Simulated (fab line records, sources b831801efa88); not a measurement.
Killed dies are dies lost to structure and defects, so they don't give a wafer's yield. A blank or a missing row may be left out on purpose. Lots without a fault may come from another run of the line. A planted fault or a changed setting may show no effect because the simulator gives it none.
A struck lot beside a sound one | flow sky130 | 15 steps out of a route of 708
Sound: wafers L551.3, L551.4, L551.5. Struck: wafers L559.2, L559.5, L559.6. The cause comes at the end.
At each step with rows: each side's tool, then ch and its chambers, then its first start. Under that, the readings that differ: sound wafers | struck wafers | difference of the means | sigmas: that difference in standard deviations of wafers without a fault.
alike: readings whose means differ by less than 2 such deviations, and words and numbers that are the same on both sides. not compared: withheld readings, readings that some wafer has no value for, bounds like >300 that may hide the same value, and numbers for which the record gives no deviation and whose values overlap.
The two part at a step that has a row with sigmas, a row that says differs or no value, or rows on one side only. Numbers that don't overlap but have no deviation are shown without sigmas and don't part them. A reading that every wafer of one side lacks parts them only if that side has two wafers or more.

first, 3 steps without rows for these wafers: SKY_CONTACT_STRIP_20 (strips in post etch residue remover, time 1200 s); SKY_CONTACT_CLEAN_21 (cleans in IPA, time 180 s); SKY_CONTACT_CLEAN_22 (cleans in O3/DIW).
SKY_CONTACT_SPUTTER_23: material TiN, target thk 20 nm, time 80 s.
  sound on pvd_sputter-03, day 31 08:48; struck on pvd_sputter-04, day 34 11:32
  alike: chamber_pressure_pa, throttle_valve_pct
SKY_CONTACT_CVD_24: deposits W, target thk 340 nm, time 102.12 s.
  sound on cvd_w-01 ch 0,1, day 31 08:53; struck on cvd_w-01 ch 0,1, day 34 11:35
  alike: heater_power_w
SKY_CONTACT_RS_MEAS_25: measures by four-point-probe.
  sound on film_metro-01, day 31 09:01; struck on film_metro-03, day 34 11:43
  alike: CONTACT_W_RS
SKY_CONTACT_THK_MEAS_26: measures by xrf.
  sound on film_metro-01, day 31 09:07; struck on film_metro-03, day 34 11:50
  alike: CONTACT_W_THK
SKY_CONTACT_CMP_27: polishes, stops on SiO2, t overpolish 15 s, target thk 0 nm.
  sound on cmp-01 ch 1,2,3, day 31 09:15; struck on cmp-02 ch 0,2,3, day 34 11:59
  alike: motor_current_A, overpolish_run_s, slurry_filter_dp_kPa, time_to_endpoint_s
then, 1 step without rows for these wafers: SKY_METAL1_SPUTTER_00 (material Ti, target thk 15 nm, time 10 s).
SKY_METAL1_SPUTTER_01: material TiN, target thk 20 nm, time 16.7 s.
  sound on pvd_sputter-04, day 31 09:28; struck on pvd_sputter-04, day 34 12:12
  alike: chamber_pressure_pa, throttle_valve_pct
SKY_METAL1_SPUTTER_02: material AlCu, target thk 250 nm, time 13.3 s.
  sound on pvd_sputter-04, day 31 09:30; struck on pvd_sputter-04, day 34 12:14
  alike: chamber_pressure_pa, throttle_valve_pct
then, 1 step without rows for these wafers: SKY_METAL1_SPUTTER_03 (material Ti, target thk 5 nm, time 3.3 s).
SKY_METAL1_SPUTTER_04: material TiN, target thk 70 nm, time 58.3 s.
  sound on pvd_sputter-04, day 31 09:33; struck on pvd_sputter-04, day 34 12:16
  reading                  | sound                | struck               | difference | sigmas
  chamber_pressure_pa (Pa) | 0.4002 0.3994 0.4005 | 0.4475 0.4470 0.4478 | +0.0474    | +61
  alike: throttle_valve_pct
SKY_METAL1_RS_MEAS_05: measures by four-point-probe.
  sound on film_metro-04, day 31 09:38; struck on film_metro-01, day 34 12:20
  alike: METAL1_ALCU_RS
-- the record jumps here: 13 days lie between the struck wafers' starts before and after (it left off in module METAL1 and takes up again in module PAD_OPEN, whose first step shown is number 708 of the route) --
SKY_PAD_OPEN_PROBE_99:
  sound on prober-02, day 45 12:45; struck on prober-02, day 47 19:15
  alike: defect_limited_yield, killed_at_M0_to_M3, killed_at_M4_up, killed_at_contacts, killed_at_front_end, killed_at_other, killed_dies, killed_open, killed_short, sort_bin_3_pad_short, sort_bin_5_function, sort_bin_6_memory, sort_n_pass, sort_yield_pct

WHERE THEY PART
Only at SKY_METAL1_SPUTTER_04, within this record. Later steps at which nothing parts them and some readings are alike: SKY_METAL1_RS_MEAS_05, SKY_PAD_OPEN_PROBE_99.

WHY: what the simulator had put in
Process parameter drift: pvd_sputter-04, from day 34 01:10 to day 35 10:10, at SKY_METAL1_SPUTTER_04. Setting chamber_pressure_pa, moved by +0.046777, from 0.4. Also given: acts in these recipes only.
